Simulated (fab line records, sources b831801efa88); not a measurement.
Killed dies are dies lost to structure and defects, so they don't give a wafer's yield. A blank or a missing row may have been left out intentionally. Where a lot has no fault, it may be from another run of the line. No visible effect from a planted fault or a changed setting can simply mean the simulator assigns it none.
The tool behind it: which one? -- flow gf180mcu -- 14 lots with 42 wafers sampled at 5 steps, on a route of 602 steps

WHAT THE GAUGES READ, wafer by wafer
GF_LVPWELL_OVL_MEAS_07. Usual: LVPWELL_OVL 0.4 nm, standard deviation 1.3.
lot,measured,on,LVPWELL_OVL (nm),flag
L282,day 3 20:41,overlay-01,2.0 -0.1 1.1,
L284,day 4 07:17,overlay-02,1.1 0.3 1.3,
L285,day 4 14:35,overlay-02,-1.3 -1.6 0.1,
L286,day 4 18:50,overlay-02,2.2 -0.5 1.2,
L287,day 5 00:07,overlay-02,0.1 -0.1 1.0,
L288,day 5 06:13,overlay-02,-0.5 -0.5 -1.1,
L289,day 5 11:08,overlay-02,1.1 1.7 -2.9,
L291,day 5 22:33,overlay-02,0.0 0.8 1.1,
L294,day 6 16:37,overlay-01,-1.3 -1.3 -1.8,
L297,day 7 08:59,overlay-01,0.2 -1.0 1.2,
L300,day 8 01:44,overlay-01,0.9 -0.2 0.0,
L301,day 8 06:49,overlay-02,0.4 -1.7 0.0,
L303,day 8 19:11,overlay-01,1.5 1.0 -1.8,
L304,day 9 01:59,overlay-02,0.3 -0.7 -0.8,

GF_MVPSD_OVL_MEAS_07. Usual: MVPSD_OVL 0.5 nm, standard deviation 1.5.
lot,measured,on,MVPSD_OVL (nm),flag
L282,day 5 01:07,overlay-01,1.0 3.9 0.8,
L284,day 5 12:05,overlay-02,0.0 1.3 -1.5,
L285,day 5 19:28,overlay-01,0.1 1.2 2.1,
L286,day 5 23:05,overlay-02,-1.0 -3.0 -2.1,
L287,day 6 03:52,overlay-02,-1.2 -1.6 -0.9,
L288,day 6 11:02,overlay-01,0.8 -1.1 1.3,
L289,day 6 16:16,overlay-02,0.2 1.2 0.9,
L291,day 7 04:50,overlay-01,5.1 4.1 3.3,
L294,day 8 00:20,overlay-02,1.7 1.2 0.8,
L297,day 8 18:02,overlay-01,1.5 -0.4 0.5,
L300,day 9 11:43,overlay-01,0.6 -0.5 -0.4,
L301,day 9 17:01,overlay-02,1.6 0.1 -0.5,
L303,day 10 06:36,overlay-02,0.5 -0.2 2.4,
L304,day 10 13:32,overlay-02,1.5 0.8 0.3,

GF_VT_IMPLANT_OVL_MEAS_07. Usual: VT_IMPLANT_OVL 0.0 nm, standard deviation 1.5.
lot,measured,on,VT_IMPLANT_OVL (nm),flag
L282,day 5 15:32,overlay-01,-1.7 -2.3 0.2,
L284,day 6 01:53,overlay-02,-1.0 0.2 -1.4,
L285,day 6 12:47,overlay-01,-1.2 -0.7 1.1,
L286,day 6 14:22,overlay-02,-0.3 1.4 1.5,
L287,day 6 19:33,overlay-01,1.0 3.3 2.9,
L288,day 7 02:56,overlay-02,-1.3 -1.9 0.1,
L289,day 7 08:20,overlay-01,-1.0 -0.1 0.4,
L291,day 7 21:05,overlay-02,-0.3 2.1 0.6,
L294,day 8 16:53,overlay-02,156.6 156.7 157.5,OFF
L297,day 9 11:38,overlay-01,159.6 158.9 160.6,OFF
L300,day 10 05:38,overlay-02,0.5 1.4 0.5,
L301,day 10 10:29,overlay-02,-1.9 -0.9 -0.3,
L303,day 11 00:35,overlay-02,0.8 -0.2 -1.4,
L304,day 11 08:05,overlay-01,-2.0 -2.1 -1.7,

TOOL THAT RAN EACH LOT (tool first, then ch and the chambers of the sampled wafers, then the start)
lot,GF_MVSD_STRIP_10,GF_VT_IMPLANT_EXPOSE_04
L282,"plasma_asher-01 ch 0,1, day 4 10:33","iline_stepper-01 ch 0, day 5 08:37"
L284,"plasma_asher-01 ch 0,1, day 4 21:44","iline_stepper-01 ch 0, day 5 19:50"
L285,"plasma_asher-04 ch 0,1, day 5 05:22","iline_stepper-01 ch 0, day 6 04:41"
L286,"plasma_asher-04 ch 0,1, day 5 09:08","iline_stepper-02 ch 0, day 6 06:22"
L287,"plasma_asher-03 ch 0,1, day 5 15:01","iline_stepper-02 ch 0, day 6 12:32"
L288,"plasma_asher-03 ch 0,1, day 5 21:13","iline_stepper-01 ch 0, day 6 19:13"
L289,"plasma_asher-03 ch 0,1, day 6 01:23","iline_stepper-01 ch 0, day 7 00:23"
L291,"plasma_asher-04 ch 0,1, day 6 13:43","iline_stepper-02 ch 0, day 7 13:03"
L294,"plasma_asher-04 ch 0,1, day 7 08:54","iline_stepper-02 ch 0, day 8 08:40"
L297,"plasma_asher-04 ch 0,1, day 8 01:43","iline_stepper-02 ch 0, day 9 03:01"
L300,"plasma_asher-03 ch 0,1, day 8 18:29","iline_stepper-01 ch 0, day 9 20:27"
L301,"plasma_asher-01 ch 0,1, day 8 23:40","iline_stepper-01 ch 0, day 10 01:27"
L303,"plasma_asher-04 ch 0,1, day 9 12:29","iline_stepper-01 ch 0, day 10 15:34"
L304,"plasma_asher-04 ch 0,1, day 9 19:34","iline_stepper-01 ch 0, day 10 23:16"
- GF_MVSD_STRIP_10: strips in O2/N2.
- GF_VT_IMPLANT_EXPOSE_04: exposes mask LVPWELL LV AREA, target cd 600 nm.

WHAT THE TOOLS THEMSELVES READ (means of the sampled wafers that have a number; where no wafer has one, the mark that the record gives instead)
GF_MVSD_STRIP_10. Usual: drypump_motor_current_A 5.4 A, standard deviation 0.43; heater_power_w 331 W, standard deviation 18; oes_product_au 0.722 a.u., standard deviation 0.0042; strip_time_to_endpoint_s 36.93 s, standard deviation 0.088.
lot,tool,drypump_motor_current_A (A),heater_power_w (W),oes_product_au (a.u.),strip_time_to_endpoint_s (s),flag
L282,plasma_asher-01,5.1,357,0.724,36.92,
L284,plasma_asher-01,5.2,357,0.719,36.97,
L285,plasma_asher-04,5.0,308,0.722,36.84,
L286,plasma_asher-04,5.3,316,0.720,36.97,
L287,plasma_asher-03,5.9,332,0.721,36.83,
L288,plasma_asher-03,5.7,336,0.720,37.15,
L289,plasma_asher-03,5.9,332,0.720,36.90,
L291,plasma_asher-04,5.0,313,0.723,36.92,
L294,plasma_asher-04,5.0,313,0.720,36.86,
L297,plasma_asher-04,5.3,313,0.722,36.84,
L300,plasma_asher-03,5.7,336,0.720,36.99,
L301,plasma_asher-01,5.1,354,0.723,36.87,
L303,plasma_asher-04,5.3,314,0.725,36.85,
L304,plasma_asher-04,5.0,318,0.726,36.89,

THE ANSWER, worked out from the rows above alone
Rule: a lot counts as off when the mean over its wafers that have a number is more than 3 standard deviations away from the usual mean. A lot without any number at a reading at which 4 lots or more have one is off too. Where the step has rows for the other lots, those lots are counted as sound. The gauges are gone through in route order, then the tools' own readings, and for those a lot's mean is taken as printed above. The first step at which some lot is off is used, and at that step the reading that is off furthest; a lot without a number counts as furthest.
Off: at GF_VT_IMPLANT_OVL_MEAS_07 (VT_IMPLANT_OVL), L294, L297.
A tool fits if, at a process step before that reading, it ran every lot that is off, and no sound lot after the first of them. Those tools and the gauges at GF_VT_IMPLANT_OVL_MEAS_07 are tried in the same way. One fits: iline_stepper-02 at GF_VT_IMPLANT_EXPOSE_04. A fault onset in the window from L291 (day 7 13:03, its last sound lot) to L294 (day 8 08:40, its first lot off) fits.

WHAT THE SIMULATOR HAD INSERTED
Scanner matching overlay: iline_stepper-02, from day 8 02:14 on, at GF_VT_IMPLANT_EXPOSE_04. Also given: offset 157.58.
Shown lots that were struck: L294, L297. Same finding as the rule above.
